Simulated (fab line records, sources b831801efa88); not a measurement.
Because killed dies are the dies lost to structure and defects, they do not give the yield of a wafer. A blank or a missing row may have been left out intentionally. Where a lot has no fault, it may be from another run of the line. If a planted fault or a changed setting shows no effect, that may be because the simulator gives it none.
Chamber matching :: flow sky130 :: SKY_LI_CONTACT_CMP_02 on cmp-02 has 4 sister chambers
The step polishes PSG. 18 wafers are shown with their chamber, then 9 later ones without.

WAFERS WITH THEIR CHAMBER
wafer: L234.1
chamber: 2
motor_current_A (A): 11.8
time_to_endpoint_s (s): 28
slurry_filter_dp_kPa (kPa): 13.65

wafer: L234.4
chamber: 3
motor_current_A (A): 10.5
time_to_endpoint_s (s): 33
slurry_filter_dp_kPa (kPa): 13.38

wafer: L234.6
chamber: 2
motor_current_A (A): 12.2
time_to_endpoint_s (s): 27
slurry_filter_dp_kPa (kPa): 13.35

wafer: L236.4
chamber: 1
motor_current_A (A): 13.6
time_to_endpoint_s (s): 31
slurry_filter_dp_kPa (kPa): 13.48

wafer: L236.5
chamber: 0
motor_current_A (A): 11.9
time_to_endpoint_s (s): 34
slurry_filter_dp_kPa (kPa): 13.51

wafer: L236.6
chamber: 3
motor_current_A (A): 11.0
time_to_endpoint_s (s): 32
slurry_filter_dp_kPa (kPa): 13.41

wafer: L237.1
chamber: 3
motor_current_A (A): 10.1
time_to_endpoint_s (s): 36
slurry_filter_dp_kPa (kPa): 13.47

wafer: L237.4
chamber: 1
motor_current_A (A): 13.6
time_to_endpoint_s (s): 31
slurry_filter_dp_kPa (kPa): 13.28

wafer: L237.6
chamber: 3
motor_current_A (A): 9.9
time_to_endpoint_s (s): 30
slurry_filter_dp_kPa (kPa): 13.47

wafer: L244.2
chamber: 0
motor_current_A (A): 11.9
time_to_endpoint_s (s): 35
slurry_filter_dp_kPa (kPa): 13.63

wafer: L244.5
chamber: 1
motor_current_A (A): 14.4
time_to_endpoint_s (s): 33
slurry_filter_dp_kPa (kPa): 13.62

wafer: L244.6
chamber: 0
motor_current_A (A): 12.5
time_to_endpoint_s (s): 37
slurry_filter_dp_kPa (kPa): 13.51

wafer: L246.4
chamber: 1
motor_current_A (A): 13.9
time_to_endpoint_s (s): 32
slurry_filter_dp_kPa (kPa): 13.27

wafer: L246.5
chamber: 3
motor_current_A (A): 10.5
time_to_endpoint_s (s): 36
slurry_filter_dp_kPa (kPa): 13.30

wafer: L246.6
chamber: 0
motor_current_A (A): 12.0
time_to_endpoint_s (s): 37
slurry_filter_dp_kPa (kPa): 13.30

wafer: L247.1
chamber: 1
motor_current_A (A): 13.6
time_to_endpoint_s (s): 31
slurry_filter_dp_kPa (kPa): 13.30

wafer: L247.2
chamber: 0
motor_current_A (A): 12.2
time_to_endpoint_s (s): 39
slurry_filter_dp_kPa (kPa): 13.59

wafer: L247.6
chamber: 3
motor_current_A (A): 10.5
time_to_endpoint_s (s): 39
slurry_filter_dp_kPa (kPa): 13.52

SIGNATURES, as means of the wafers listed above
reading: motor_current_A
chamber 0: 12.100
chamber 1: 13.820
chamber 2: 12.000
chamber 3: 10.417
scatter within a chamber: 0.333

reading: time_to_endpoint_s
chamber 0: 36.40
chamber 1: 31.60
chamber 2: 27.50
chamber 3: 34.33
scatter within a chamber: 2.27

reading: slurry_filter_dp_kPa
chamber 0: 13.5080
chamber 1: 13.3900
chamber 2: 13.5000
chamber 3: 13.4250
scatter within a chamber: 0.13
Rule: a wafer's distance from a chamber is the root of the sum, over the readings, of the square of ((its reading less the chamber's mean) divided by the reading's scatter). If the next closest chamber is less than 2 further off than the closest, the wafer can't be placed; otherwise it belongs to the closest. The scatter: take each reading less its chamber's mean, square it, sum over the shown wafers, divide by the number of wafers less the number of chambers, and take the root.

WAFERS MISSING THEIR CHAMBER
wafer: L248.2
motor_current_A (A): 13.8
time_to_endpoint_s (s): 30
slurry_filter_dp_kPa (kPa): 13.48

wafer: L248.5
motor_current_A (A): 13.3
time_to_endpoint_s (s): 29
slurry_filter_dp_kPa (kPa): 13.47

wafer: L248.6
motor_current_A (A): 12.1
time_to_endpoint_s (s): 29
slurry_filter_dp_kPa (kPa): 13.31

wafer: L250.1
motor_current_A (A): 13.8
time_to_endpoint_s (s): 29
slurry_filter_dp_kPa (kPa): 13.44

wafer: L250.2
motor_current_A (A): 10.3
time_to_endpoint_s (s): 30
slurry_filter_dp_kPa (kPa): 13.79

wafer: L250.4
motor_current_A (A): 12.5
time_to_endpoint_s (s): 24
slurry_filter_dp_kPa (kPa): 13.68

wafer: L253.1
motor_current_A (A): 12.2
time_to_endpoint_s (s): 39
slurry_filter_dp_kPa (kPa): 13.35

wafer: L253.4
motor_current_A (A): 12.5
time_to_endpoint_s (s): 28
slurry_filter_dp_kPa (kPa): 13.48

wafer: L253.5
motor_current_A (A): 11.4
time_to_endpoint_s (s): 36
slurry_filter_dp_kPa (kPa): 13.72

EACH ONE'S CHAMBER
wafer: L248.2
from the rows above: 1
in truth: 1

wafer: L248.5
from the rows above: can't be placed: 1 or 2
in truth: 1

wafer: L248.6
from the rows above: can't be placed: 2 or 0
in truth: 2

wafer: L250.1
from the rows above: 1
in truth: 1

wafer: L250.2
from the rows above: 3
in truth: 3

wafer: L250.4
from the rows above: 2
in truth: 2

wafer: L253.1
from the rows above: 0
in truth: 0

wafer: L253.4
from the rows above: 2
in truth: 2

wafer: L253.5
from the rows above: can't be placed: 0 or 3 or 2
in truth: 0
Correctly placed: 6 of 9. These rows do not allow placing 3 (true chamber among the candidates in 3). Placed wrongly: 0.
